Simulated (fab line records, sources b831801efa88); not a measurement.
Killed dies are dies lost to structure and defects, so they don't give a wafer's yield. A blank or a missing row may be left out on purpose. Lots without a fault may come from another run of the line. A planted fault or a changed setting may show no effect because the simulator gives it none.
A struck lot beside a sound one | flow sky130 | 44 steps out of a route of 708
Sound: wafers L775.2, L775.3, L775.6. Struck: wafer L795.2. (L795.1, L795.3 of the same lot were not struck and are left out.) The cause comes at the end.
At each step with rows: each side's tool, then ch and its chambers, then its first start. Under that, the readings that differ: sound wafers | struck wafers | difference of the means | sigmas: that difference in standard deviations of wafers without a fault.
alike: readings whose means differ by less than 2 such deviations, and words and numbers that are the same on both sides. not compared: withheld readings, readings that some wafer has no value for, bounds like >300 that may hide the same value, and numbers for which the record gives no deviation and whose values overlap.
The two part at a step that has a row with sigmas, a row that says differs or no value, or rows on one side only. Numbers that don't overlap but have no deviation are shown without sigmas and don't part them. A reading that every wafer of one side lacks parts them only if that side has two wafers or more.

first, 2 steps without rows for these wafers: SKY_LOCAL_INTERCONNECT_PEB_09; SKY_LOCAL_INTERCONNECT_DEVELOP_10 (develop time 60 s).
SKY_LOCAL_INTERCONNECT_CD_MEAS_11: target cd 170 nm.
  sound on cd_sem-01, day 32 04:44; struck on cd_sem-01, day 39 10:36
  alike: cd_nm
SKY_LOCAL_INTERCONNECT_OVL_MEAS_12:
  sound on overlay-01, day 32 04:50; struck on overlay-02, day 39 10:43
  alike: LOCAL_INTERCONNECT_OVL
then, 7 steps without rows for these wafers: SKY_LOCAL_INTERCONNECT_ETCH_13 (etches BARC in N2/H2, stops on SiO2, time 45.9 s, target depth 60 nm); SKY_LOCAL_INTERCONNECT_METAL_ETCH_14 (etches TiN in Cl2/BCl3, stops on PSG, target depth 110 nm, time 31.4 s); SKY_LOCAL_INTERCONNECT_STRIP_15 (strips in O2/N2); SKY_LOCAL_INTERCONNECT_STRIP_16 (strips in post etch residue remover, time 1200 s); SKY_LOCAL_INTERCONNECT_CLEAN_17 (cleans in IPA, time 180 s); SKY_LOCAL_INTERCONNECT_CLEAN_18 (cleans in O3/DIW); SKY_CONTACT_CVD_00 (deposits Si3N4, target thk 75 nm).
SKY_CONTACT_THK_MEAS_01:
  sound on film_metro-02, day 32 05:43; struck on film_metro-04, day 39 11:38
  alike: CONTACT_CVD_00_THK
SKY_CONTACT_HDPCVD_02: deposits SiO2, target thk 565 nm, time 94.2 s.
  sound on hdpcvd-01 ch 1,2, day 32 05:46; struck on hdpcvd-01 ch 1, day 39 11:42
  reading                                     | sound             | struck | difference | sigmas
  model.SiO2_of_CONTACT_HDPCVD_02.thk_nm (nm) | 559.6 561.3 559.1 | 298.2  | -261.8     |
SKY_CONTACT_THK_MEAS_03:
  sound on film_metro-04, day 32 05:50; struck on film_metro-02, day 39 11:46
  reading                 | sound       | struck | difference | sigmas
  CONTACT_HDPCVD_THK (nm) | 560 561 559 | 298    | -262       | -47
SKY_CONTACT_CMP_04: polishes SiO2.
  sound on cmp-02 ch 1,3, day 32 05:56; struck on cmp-02 ch 1, day 39 11:50
  reading                | sound    | struck | difference | sigmas
  time_to_endpoint_s (s) | 85 74 72 | 57     | -20        | -3
  alike: motor_current_A
SKY_CONTACT_BOW_MEAS_05:
  sound on film_metro-04, day 32 06:13; struck on film_metro-01, day 39 12:10
  alike: CONTACT_BOW
then, 8 steps without rows for these wafers: SKY_CONTACT_DEHYDRATE_06 (time 60 s); SKY_CONTACT_HMDS_07 (prime time 60 s); SKY_CONTACT_COAT_08 (resist thk 60 nm); SKY_CONTACT_COAT_09 (resist thk 450 nm); SKY_CONTACT_SOFTBAKE_10 (time 90 s); SKY_CONTACT_EXPOSE_11 (exposes mask CTM1, target cd 170 nm); SKY_CONTACT_PEB_12; SKY_CONTACT_DEVELOP_13 (develop time 60 s).
SKY_CONTACT_CD_MEAS_14: target cd 170 nm.
  sound on cd_sem-01, day 33 10:40; struck on cd_sem-02, day 40 13:45
  alike: cd_nm
SKY_CONTACT_OVL_MEAS_15:
  sound on overlay-02, day 33 10:46; struck on overlay-01, day 40 13:52
  reading          | sound      | struck | difference | sigmas
  CONTACT_OVL (nm) | -10 -3 -14 | 7      | +16        | +3
then, 1 step without rows for these wafers: SKY_CONTACT_ETCH_16 (etches BARC in N2/H2, stops on SiO2, time 45.9 s, target depth 60 nm).
SKY_CONTACT_ETCH_17: etches SiO2 in C4F8/O2/Ar, stops on Si3N4, target depth 340 nm.
  sound on rie_diel-01 ch 1,3, day 33 10:50; struck on rie_diel-04 ch 2, day 40 13:56
  reading                             | sound             | struck | difference | sigmas
  oes_product_au (a.u.)               | 0.892 0.884 0.895 | 0.829  | -0.061     | -12
  model.etch.depth_nm (nm)            | 342.8 339.1 339.6 | 298.2  | -42.3      |
  model.CONTACT.feature_depth_nm (nm) | 342.8 339.1 339.6 | 298.2  | -42.3      |
SKY_CONTACT_ETCH_18: etches Si3N4 in CHF3/O2, stops on TiN, time 39 s, target depth 75 nm.
  sound on rie_diel-01 ch 1,3; struck on rie_diel-04 ch 2
  reading                     | sound       | struck | difference | sigmas
  drypump_motor_current_A (A) | 5.8 5.0 5.0 | 6.5    | +1.2       | +2
  alike: oes_product_au, throttle_valve_pct
  not compared: rf_hours_counter_h
then, 4 steps without rows for these wafers: SKY_CONTACT_STRIP_19 (strips in O2/N2); SKY_CONTACT_STRIP_20 (strips in post etch residue remover, time 1200 s); SKY_CONTACT_CLEAN_21 (cleans in IPA, time 180 s); SKY_CONTACT_CLEAN_22 (cleans in O3/DIW).
SKY_CONTACT_SPUTTER_23: material TiN, target thk 20 nm, time 80 s.
  sound on pvd_sputter-04, day 33 11:34; struck on pvd_sputter-01, day 40 14:40
  alike: cathode_dc_power_W, throttle_valve_pct
SKY_CONTACT_CVD_24: deposits W, target thk 340 nm, time 102.12 s.
  sound on cvd_w-02 ch 1, day 33 11:40; struck on cvd_w-01 ch 1, day 40 14:43
  alike: heater_power_w
SKY_CONTACT_RS_MEAS_25: measures by four-point-probe.
  sound on film_metro-01, day 33 11:52; struck on film_metro-04, day 40 14:50
  reading               | sound             | struck | difference | sigmas
  CONTACT_W_RS (ohm/sq) | 0.345 0.342 0.344 | 0.332  | -0.012     | -3
SKY_CONTACT_THK_MEAS_26: measures by xrf.
  sound on film_metro-01, day 33 11:59; struck on film_metro-04, day 40 14:57
  reading            | sound       | struck | difference | sigmas
  CONTACT_W_THK (nm) | 323 321 323 | 338    | +16        | +4
then, 1 step without rows for these wafers: SKY_CONTACT_CMP_27 (polishes, stops on SiO2, t overpolish 15 s, target thk 0 nm).
SKY_METAL1_SPUTTER_00: material Ti, target thk 15 nm, time 10 s.
  sound on pvd_sputter-01, day 33 12:20; struck on pvd_sputter-03, day 40 15:19
  alike: cathode_dc_power_W, throttle_valve_pct
then, 1 step without rows for these wafers: SKY_METAL1_SPUTTER_01 (material TiN, target thk 20 nm, time 16.7 s).
SKY_METAL1_SPUTTER_02: material AlCu, target thk 250 nm, time 13.3 s.
  sound on pvd_sputter-01, day 33 12:22; struck on pvd_sputter-03, day 40 15:22
  alike: cathode_dc_power_W, throttle_valve_pct
then, 1 step without rows for these wafers: SKY_METAL1_SPUTTER_03 (material Ti, target thk 5 nm, time 3.3 s).
SKY_METAL1_METAL_ETCH_19: etches the open film in Cl2/BCl3, stops on SiO2, target depth 360 nm, time 78 s.
  sound on rie_metal-01 ch 1, day 34 15:16; struck on rie_metal-02 ch 1, day 41 17:36
  reading                                     | sound             | struck | difference | sigmas
  model.SiO2_of_CONTACT_HDPCVD_02.thk_nm (nm) | 328.3 324.5 325.1 | 283.9  | -42.1      |
  alike: drypump_motor_current_A, mfc_cl2_sccm, oes_product_au, throttle_valve_pct
  not compared: rf_hours_counter_h
-- the record jumps here: 11 days lie between the struck wafers' starts before and after (it left off in module METAL1 and takes up again in module PAD_OPEN, whose first step shown is number 708 of the route) --
SKY_PAD_OPEN_PROBE_99:
  sound on prober-02, day 47 20:23; struck on prober-01, day 52 17:29
  reading                               | sound                | struck | difference | sigmas
  model.etest.met1_comb.leak_log10_a_um | -12.03 -12.17 -12.14 | -7.199 | +4.914     |

WHERE THEY PART
First at SKY_CONTACT_THK_MEAS_03; last, within this record, at SKY_CONTACT_THK_MEAS_26. Later steps at which nothing parts them and some readings are alike: SKY_METAL1_SPUTTER_00, SKY_METAL1_SPUTTER_02, SKY_METAL1_METAL_ETCH_19.

WHY: what the simulator had put in
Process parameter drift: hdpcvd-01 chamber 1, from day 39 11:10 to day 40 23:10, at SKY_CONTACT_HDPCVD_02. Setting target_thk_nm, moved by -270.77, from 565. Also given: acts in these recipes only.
